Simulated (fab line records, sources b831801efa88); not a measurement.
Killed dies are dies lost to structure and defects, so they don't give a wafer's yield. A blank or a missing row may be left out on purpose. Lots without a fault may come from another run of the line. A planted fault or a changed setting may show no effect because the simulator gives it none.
Chamber matching | flow gf180mcu | GF_V3_CVD_02 on pecvd-01: 3 sister chambers
The step deposits SiO2 from TEOS, target thk 850 nm, time 94.851 s. 3 wafers are shown with their chamber, then 11 later ones without.

WAFERS WITH THEIR CHAMBER
wafer  | chamber | heater_power_w (W)
L092.1 | 0       | 757
L092.3 | 1       | 779
L092.4 | 2       | 515

WAFERS WITHOUT THEIR CHAMBER
wafer  | heater_power_w (W)
L092.5 | 820
L092.6 | 818
L094.4 | 681
L094.5 | 763
L094.6 | 772
L095.2 | 829
L095.4 | 709
L095.6 | 631
L096.4 | 619
L096.5 | 621
L096.6 | 754

WHICH CHAMBER EACH WENT THROUGH
wafer  | from the rows above          | in truth
L092.5 | can't be placed: 1 or 0      | 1
L092.6 | can't be placed: 1 or 0      | 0
L094.4 | can't be placed: 0 or 1 or 2 | 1
L094.5 | can't be placed: 0 or 1      | 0
L094.6 | can't be placed: 1 or 0      | 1
L095.2 | can't be placed: 1 or 0      | 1
L095.4 | can't be placed: 0 or 1      | 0
L095.6 | can't be placed: 2 or 0 or 1 | 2
L096.4 | can't be placed: 2 or 0 or 1 | 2
L096.5 | can't be placed: 2 or 0 or 1 | 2
L096.6 | can't be placed: 0 or 1      | 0
Placed correctly: 0 of 11. Can't be placed from these rows: 11 (the true chamber is among the candidates in 11). Placed wrongly: 0.
How it was worked out, from the rows above alone: a wafer's distance from a chamber is the root of the sum, over the readings, of the square of ((its reading less the chamber's mean) divided by the reading's scatter). The wafer belongs to the nearest chamber; if the next one is less than 2 further off, it can't be placed. A chamber's mean is the mean of its shown wafers. The scatter: with one shown wafer a chamber, the root of the mean of the squares of how far each hidden wafer lies from its nearest shown one.
